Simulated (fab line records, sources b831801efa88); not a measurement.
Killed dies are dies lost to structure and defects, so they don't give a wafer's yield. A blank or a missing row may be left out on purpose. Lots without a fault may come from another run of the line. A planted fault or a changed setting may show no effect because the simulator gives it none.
fab line records | flow sky130
record lots=14 wafers=42 last_day=50
route steps=708 shown SONOS_ONO@185 POLY_GATE@218 LDD_N@245 LDD_P@266
lots that met no fault: from a run of the same line without faults
start_h: hours from the record's first day to the start of the lot's first wafer shown | wait_h: hours since the lot's step before | " the same as in the row above | L1.1+2: a row that stands for several wafers | - no value, or no start given | * or withheld: withheld | < > ~ a bound
route shown NAME@n: a module of which the file shows steps, and the number in the route of the first | usual: mean/standard deviation of fault-free wafers | same: alike in all rows | chamber/n: place in a boat | sites: the reading at each site | _std_site: their standard deviation | _edge_site: outer sites' mean less inner sites' | radius_mm: how far each site lies from the wafer's centre | mask NAME#n: copy n | behind: the tool/chamber that last shaped the wafer | hold: why the lot was held/for how many hours/how that ended | device: the transistor (n, p or np) that didn't switch | end of line: the same wafers' tests at the end of the route | a step without rows: its recipe alone | killed: dies lost to structure and defects at the first sort, not the wafer's yield | map: a wafer's dies, x killed, . not, _ none there
set.NAME: the setting as run; set.NAME@STEP: as run at that earlier step | model.NAME: the simulator's own value behind a step, which no gauge read
steps of the route over a sample of lots; a table a step, a row a wafer
services: from which hour (start_h, from the record's first day; less than 0 if before it) a tool's chamber was out of use, for how many hours, and why
## steps
# step SKY_SONOS_ONO_STRIP_17
# recipe chemistry=O2/N2 power_w=1400 pressure_mtorr=1500 platen_temp_c=withheld o2_flow_sccm=3000 n2_flow_sccm=300 overash_fraction=0.5
# usual drypump_motor_current_A=6.1/0.43 oes_product_au=0.710/0.0045 strip_time_to_endpoint_s=14.11/0.032
# columns lot.wafer tool chamber start_h wait_h drypump_motor_current_A oes_product_au rf_hours_counter_h strip_time_to_endpoint_s
L554.2 plasma_asher-01 1 287.98 0.0 5.9 0.705 64 14.08
L554.3 " 1 " " 5.9 0.716 - 14.07
L554.5 " 1 " " 6.0 0.709 - 14.04
L555.3 plasma_asher-01 0 291.77 0.0 5.7 0.714 - 14.07
L555.4 " 1 " " 5.9 0.717 - 14.03
L555.6 " 1 " " 5.9 0.714 - 14.06
L556.1 plasma_asher-04 0 296.59 0.0 6.5 0.711 62 14.13
L556.2 " 1 " " 6.5 0.709 62 14.14
L556.6 " 1 " " 6.5 0.705 - 14.10
L557.1 plasma_asher-04 0 308.95 0.0 6.4 0.706 63 14.14
L557.2 " 1 " " 6.5 0.707 63 14.12
L557.3 " 0 " " 6.4 0.706 - 14.14
L558.3 plasma_asher-04 0 318.97 0.0 6.4 0.711 - 14.13
L558.4 " 1 " " 6.5 0.719 - 14.09
L558.5 " 1 " " 6.5 0.713 - 14.09
L559.2 plasma_asher-01 0 326.45 0.0 5.8 0.701 68 14.10
L559.4 " 0 " " 5.8 0.714 - 14.15
L559.6 " 1 " " 5.9 0.711 - 14.14
L561.2 plasma_asher-01 1 345.80 0.0 6.0 0.715 70 14.18
L561.3 " 1 " " 6.0 0.706 - 14.17
L561.4 " 0 " " 5.7 0.711 - 14.15
L562.1 plasma_asher-03 1 354.55 0.0 5.3 0.715 52 14.09
L562.4 " 1 " " 5.3 0.712 - 14.11
L562.5 " 1 " " 5.3 0.704 - 14.09
L563.1 plasma_asher-03 0 355.34 0.0 6.4 0.708 52 14.08
L563.3 " 0 " " 6.4 0.711 - 14.10
L563.4 " 1 " " 5.3 0.708 - 14.08
L564.1 plasma_asher-03 1 367.22 0.0 5.3 0.710 53 14.13
L564.2 " 0 " " 6.4 0.712 53 14.13
L564.4 " 1 " " 5.3 0.701 - 14.09
L573.1 plasma_asher-04 1 437.92 0.0 6.5 0.710 78 14.11
L573.2 " 0 " " 6.4 0.705 78 14.08
L573.4 " 1 " " 6.5 0.710 - 14.15
L574.1 plasma_asher-01 1 450.05 0.0 6.0 0.711 2 14.10
L574.2 " 0 " " 5.8 0.709 2 14.12
L574.6 " 1 " " 6.0 0.712 - 14.06
L575.1 plasma_asher-04 0 455.88 0.0 6.4 0.709 79 14.10
L575.4 " 0 " " 6.4 0.707 - 14.13
L575.6 " 1 " " 6.5 0.708 - 14.14
L576.2 plasma_asher-01 1 463.96 0.0 5.9 0.710 3 14.09
L576.5 " 0 " " 5.7 0.701 - 14.08
L576.6 " 1 " " 5.9 0.716 - 14.13
# step SKY_POLY_GATE_THK_MEAS_04
# recipe reads=Si3N4_of_POLY_GATE_CVD_03
# usual POLY_GATE_CVD_03_THK=75.1/0.8
# columns lot.wafer tool chamber start_h wait_h POLY_GATE_CVD_03_THK[nm]
L554.2 film_metro-01 - 349.32 0.0 73.4
L554.3 " - " " 73.4
L554.5 " - " " 72.5
L555.3 film_metro-04 - 354.05 0.0 74.5
L555.4 " - " " 74.2
L555.6 " - " " 75.4
L556.1 film_metro-02 - 359.96 0.0 74.9
L556.2 " - " " 75.4
L556.6 " - " " 75.1
L557.1 film_metro-04 - 368.52 0.0 74.1
L557.2 " - " " 74.5
L557.3 " - " " 74.6
L558.3 film_metro-04 - 382.14 0.0 75.8
L558.4 " - " " 75.1
L558.5 " - " " 74.7
L559.2 film_metro-04 - 393.36 0.0 75.6
L559.4 " - " " 75.7
L559.6 " - " " 75.4
L561.2 film_metro-01 - 410.52 0.0 74.9
L561.3 " - " " 74.4
L561.4 " - " " 74.9
L562.1 film_metro-01 - 419.61 0.0 75.6
L562.4 " - " " 75.4
L562.5 " - " " 75.9
L563.1 film_metro-02 - 422.74 0.0 76.4
L563.3 " - " " 76.3
L563.4 " - " " 76.3
L564.1 film_metro-02 - 437.55 0.0 74.6
L564.2 " - " " 75.4
L564.4 " - " " 74.1
L573.1 film_metro-04 - 505.91 0.0 75.6
L573.2 " - " " 75.7
L573.4 " - " " 75.8
L574.1 film_metro-04 - 517.79 0.0 74.3
L574.2 " - " " 74.3
L574.6 " - " " 73.8
L575.1 film_metro-02 - 523.32 0.0 76.4
L575.4 " - " " 76.5
L575.6 " - " " 76.0
L576.2 film_metro-04 - 532.13 0.0 75.3
L576.5 " - " " 75.5
L576.6 " - " " 75.5
# step SKY_LDD_N_IMPLANT_08
# recipe species=As energy_kev=20 dose_cm2=7.5e+13 tilt_deg=withheld rotation_deg=23
# usual beam_energy_keV=20.001/0.0055 beam_on_s=9.99/0.21 implant_ion_amu=75/0
# columns lot.wafer tool chamber start_h wait_h beam_energy_keV beam_on_s implant_ion_amu
L554.2 implanter-03 0 410.90 0.0 20.000 9.56 75
L554.3 " 0 " " 20.003 10.15 75
L554.5 " 0 " " 20.005 9.89 75
L555.3 implanter-03 0 415.11 0.1 20.005 9.90 75
L555.4 " 0 " " 20.001 9.30 75
L555.6 " 0 " " 20.007 9.83 75
L556.1 implanter-02 0 422.23 0.0 19.996 9.80 75
L556.2 " 0 " " 20.003 9.86 75
L556.6 " 0 " " 19.996 10.31 75
L557.1 implanter-02 0 430.83 0.0 20.005 10.03 75
L557.2 " 0 " " 20.003 10.05 75
L557.3 " 0 " " 20.010 9.80 75
L558.3 implanter-03 0 444.51 0.1 20.004 10.16 75
L558.4 " 0 " " 20.005 9.90 75
L558.5 " 0 " " 19.999 9.96 75
L559.2 implanter-03 0 457.53 0.0 19.992 9.70 75
L559.4 " 0 " " 20.001 9.94 75
L559.6 " 0 " " 19.998 9.83 75
L561.2 implanter-03 0 475.46 0.0 19.993 10.13 75
L561.3 " 0 " " 19.988 9.96 75
L561.4 " 0 " " 19.998 9.70 75
L562.1 implanter-03 0 483.78 0.0 20.007 9.77 75
L562.4 " 0 " " 19.991 10.04 75
L562.5 " 0 " " 20.001 9.89 75
L563.1 implanter-01 - 486.76 0.0 - - -
L563.3 " - " " - - -
L563.4 " - " " - - -
L564.1 implanter-02 - 501.08 0.0 - - -
L564.2 " - " " - - -
L564.4 " - " " - - -
L573.1 implanter-01 0 568.47 0.0 19.995 9.96 75
L573.2 " 0 " " 19.993 10.03 75
L573.4 " 0 " " 20.007 9.75 75
L574.1 implanter-01 0 579.46 0.0 19.995 9.76 75
L574.2 " 0 " " 19.999 10.37 75
L574.6 " 0 " " 20.003 9.80 75
L575.1 implanter-02 0 584.31 0.0 20.002 9.76 75
L575.4 " 0 " " 20.008 10.01 75
L575.6 " 0 " " 20.001 9.59 75
L576.2 implanter-01 0 592.41 0.1 20.010 9.98 75
L576.5 " 0 " " 20.003 10.02 75
L576.6 " 0 " " 20.001 10.35 75
# step SKY_LDD_N_STRIP_16
# recipe chemistry=O2/N2 power_w=1400 pressure_mtorr=1500 platen_temp_c=withheld o2_flow_sccm=3000 n2_flow_sccm=300 overash_fraction=0.5
# usual drypump_motor_current_A=6.0/0.42 oes_product_au=0.408/0.0047 strip_time_to_endpoint_s=4.314/0.014
# columns lot.wafer tool chamber start_h wait_h drypump_motor_current_A oes_product_au rf_hours_counter_h strip_time_to_endpoint_s
L554.2 plasma_asher-01 1 412.08 0.1 5.9 0.405 73 4.317
L554.3 " 1 " " 5.9 0.408 - 4.324
L554.5 " 1 " " 5.9 0.401 - 4.305
L555.3 plasma_asher-01 1 416.29 0.1 5.9 0.409 - 4.331
L555.4 " 0 " " 5.8 0.409 - 4.316
L555.6 " 1 " " 5.9 0.401 - 4.321
L556.1 plasma_asher-03 1 423.43 0.1 5.3 0.414 60 4.300
L556.2 " 0 " " 6.4 0.407 60 4.303
L556.6 " 1 " " 5.3 0.410 - 4.294
L557.1 plasma_asher-03 1 432.03 0.1 5.3 0.411 61 4.319
L557.2 " 0 " " 6.4 0.401 61 4.314
L557.3 " 1 " " 5.3 0.403 - 4.304
L558.3 plasma_asher-01 1 445.69 0.1 5.9 0.412 - 4.335
L558.4 " 0 " " 5.7 0.413 - 4.314
L558.5 " 0 " " 5.7 0.405 - 4.316
L559.2 plasma_asher-03 0 458.71 0.1 6.4 0.410 64 4.309
L559.4 " 0 " " 6.4 0.408 - 4.304
L559.6 " 1 " " 5.3 0.407 - 4.321
L561.2 plasma_asher-01 1 476.64 0.1 6.0 0.411 5 4.295
L561.3 " 0 " " 5.7 0.410 - 4.301
L561.4 " 1 " " 6.0 0.405 - 4.295
L562.1 plasma_asher-04 0 484.98 0.1 6.4 0.400 82 4.288
L562.4 " 1 " " 6.5 0.393 - 4.315
L562.5 " 0 " " 6.4 0.401 - 4.307
L563.1 plasma_asher-03 1 487.96 0.1 5.3 0.410 66 4.140
L563.3 " 0 " " 6.4 0.415 - 4.165
L563.4 " 1 " " 5.3 0.410 - 4.106
L564.1 plasma_asher-04 1 502.28 0.1 6.5 0.411 84 4.140
L564.2 " 0 " " 6.4 0.412 84 4.141
L564.4 " 1 " " 6.5 0.409 - 4.145
L573.1 plasma_asher-03 1 569.67 0.1 5.3 0.410 73 4.298
L573.2 " 0 " " 6.4 0.405 73 4.312
L573.4 " 1 " " 5.3 0.414 - 4.303
L574.1 plasma_asher-03 0 580.66 0.1 6.4 0.406 74 4.298
L574.2 " 1 " " 5.3 0.409 74 4.300
L574.6 " 1 " " 5.3 0.418 - 4.302
L575.1 plasma_asher-01 1 585.51 0.1 5.9 0.414 16 4.311
L575.4 " 1 " " 5.9 0.401 - 4.305
L575.6 " 0 " " 5.8 0.415 - 4.337
L576.2 plasma_asher-01 1 593.59 0.1 5.9 0.409 17 4.332
L576.5 " 0 " " 5.8 0.422 - 4.342
L576.6 " 1 " " 5.9 0.408 - 4.342
# step SKY_LDD_N_TW_MEAS_17
# usual LDD_N_TW=2582/14
# columns lot.wafer tool chamber start_h wait_h LDD_N_TW
L554.2 film_metro-02 - 412.19 0.1 2563
L554.3 " - " " 2564
L554.5 " - " " 2560
L555.3 film_metro-02 - 416.38 0.1 2586
L555.4 " - " " 2568
L555.6 " - " " 2581
L556.1 film_metro-03 - 423.53 0.1 2611
L556.2 " - " " 2592
L556.6 " - " " 2588
L557.1 film_metro-02 - 432.13 0.1 2581
L557.2 " - " " 2576
L557.3 " - " " 2580
L558.3 film_metro-03 - 445.78 0.1 2578
L558.4 " - " " 2606
L558.5 " - " " 2581
L559.2 film_metro-02 - 458.82 0.1 2573
L559.4 " - " " 2589
L559.6 " - " " 2595
L561.2 film_metro-03 - 476.75 0.1 2601
L561.3 " - " " 2598
L561.4 " - " " 2597
L562.1 film_metro-02 - 485.08 0.1 2568
L562.4 " - " " 2573
L562.5 " - " " 2591
L563.1 film_metro-02 - 488.06 0.1 2446
L563.3 " - " " 2440
L563.4 " - " " 2436
L564.1 film_metro-02 - 502.38 0.1 2440
L564.2 " - " " 2418
L564.4 " - " " 2435
L573.1 film_metro-02 - 569.77 0.1 2589
L573.2 " - " " 2574
L573.4 " - " " 2587
L574.1 film_metro-01 - 580.76 0.1 2578
L574.2 " - " " 2556
L574.6 " - " " 2590
L575.1 film_metro-02 - 585.61 0.1 2578
L575.4 " - " " 2572
L575.6 " - " " 2561
L576.2 film_metro-03 - 593.70 0.1 2603
L576.5 " - " " 2603
L576.6 " - " " 2597
# step SKY_LDD_P_TW_MEAS_11
# usual LDD_P_TW=636/4
# columns lot.wafer tool chamber start_h wait_h LDD_P_TW
L554.2 film_metro-01 - 443.06 0.1 634
L554.3 " - " " 638
L554.5 " - " " 635
L555.3 film_metro-04 - 446.63 0.1 630
L555.4 " - " " 631
L555.6 " - " " 627
L556.1 film_metro-04 - 454.56 0.1 625
L556.2 " - " " 627
L556.6 " - " " 631
L557.1 film_metro-01 - 463.15 0.1 636
L557.2 " - " " 635
L557.3 " - " " 636
L558.3 film_metro-03 - 476.68 0.1 640
L558.4 " - " " 641
L558.5 " - " " 640
L559.2 film_metro-03 - 490.11 0.1 638
L559.4 " - " " 642
L559.6 " - " " 642
L561.2 film_metro-04 - 508.36 0.1 631
L561.3 " - " " 632
L561.4 " - " " 628
L562.1 film_metro-01 - 515.31 0.1 633
L562.4 " - " " 632
L562.5 " - " " 632
L573.1 film_metro-03 - 598.91 0.1 641
L573.2 " - " " 641
L573.4 " - " " 635
L574.1 film_metro-03 - 610.31 0.1 637
L574.2 " - " " 640
L574.6 " - " " 637
L575.1 film_metro-03 - 614.59 0.1 636
L575.4 " - " " 640
L575.6 " - " " 641
L576.2 film_metro-03 - 622.52 0.1 637
L576.5 " - " " 640
L576.6 " - " " 638
## services
# columns tool chamber start_h hours kind
plasma_asher-03 - 272.28 7.9 repair
implanter-02 - 296.06 10.0 pm
implanter-01 - 300.51 0.7 repair
implanter-02 - 306.09 6.4 pm
plasma_asher-01 - 307.09 7.8 repair
plasma_asher-03 - 317.45 8.4 repair
implanter-02 - 330.78 1.1 repair
implanter-01 - 336.15 1.8 repair
implanter-01 - 354.24 2.8 repair
plasma_asher-01 - 363.29 31.4 repair
implanter-01 - 373.72 2.4 repair
implanter-02 - 374.08 5.8 pm
implanter-01 - 379.90 1.7 repair
implanter-03 - 398.68 0.7 repair
plasma_asher-01 - 421.31 9.0 pm
plasma_asher-01 0 421.31 9.0 vent_cycle
implanter-02 - 476.68 1.7 repair
plasma_asher-03 - 519.73 14.6 pm
implanter-02 - 530.36 5.9 repair
implanter-03 - 532.71 3.8 pm
plasma_asher-04 - 536.58 4.3 pm
implanter-01 - 549.96 6.8 repair
implanter-01 - 552.60 2.2 repair
implanter-03 - 588.00 6.2 pm
## key
first_sign step=SKY_LDD_N_IMPLANT_08 reading=tool_record direction=missing
effect step=SKY_LDD_N_STRIP_16 reading=strip_time_to_endpoint_s direction=down sigmas=12 usual=* struck=*
effect step=SKY_LDD_N_TW_MEAS_17 reading=LDD_N_TW direction=down sigmas=10 usual=2582 struck=2436
met_at SKY_LDD_N_IMPLANT_08
struck_lots L563,L564
later_rows_left_out L563.1,L563.3,L563.4,L564.1,L564.2,L564.4
sort_left_out L563.1,L563.3,L563.4,L564.1,L564.2,L564.4
tester_left_out L563,L564
not_acting_at SKY_SONOS_ONO_STRIP_17,SKY_POLY_GATE_THK_MEAS_04,SKY_LDD_P_TW_MEAS_11
onset_between 430.83 486.76
fault kind=skipped_step_whole tool=implanter-01,implanter-02 chamber=- onset_h=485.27 steps=SKY_LDD_N_IMPLANT_08 scope=struck_lots_only
# tester_left_out: of these lots the tester's yield and bins aren't shown, on N5 and GAA mostly nor the transistor test; their killed dies are dies lost to structure and defects alone, not to doping, threshold or leakage, so they don't give the yield
# sort_left_out: the simulated sort isn't trusted on such a fault, so these wafers' sort isn't shown, and their yield isn't known
# later_rows_left_out: the simulator's readings of these wafers behind a module that went badly wrong aren't trusted and aren't shown, but for the sort
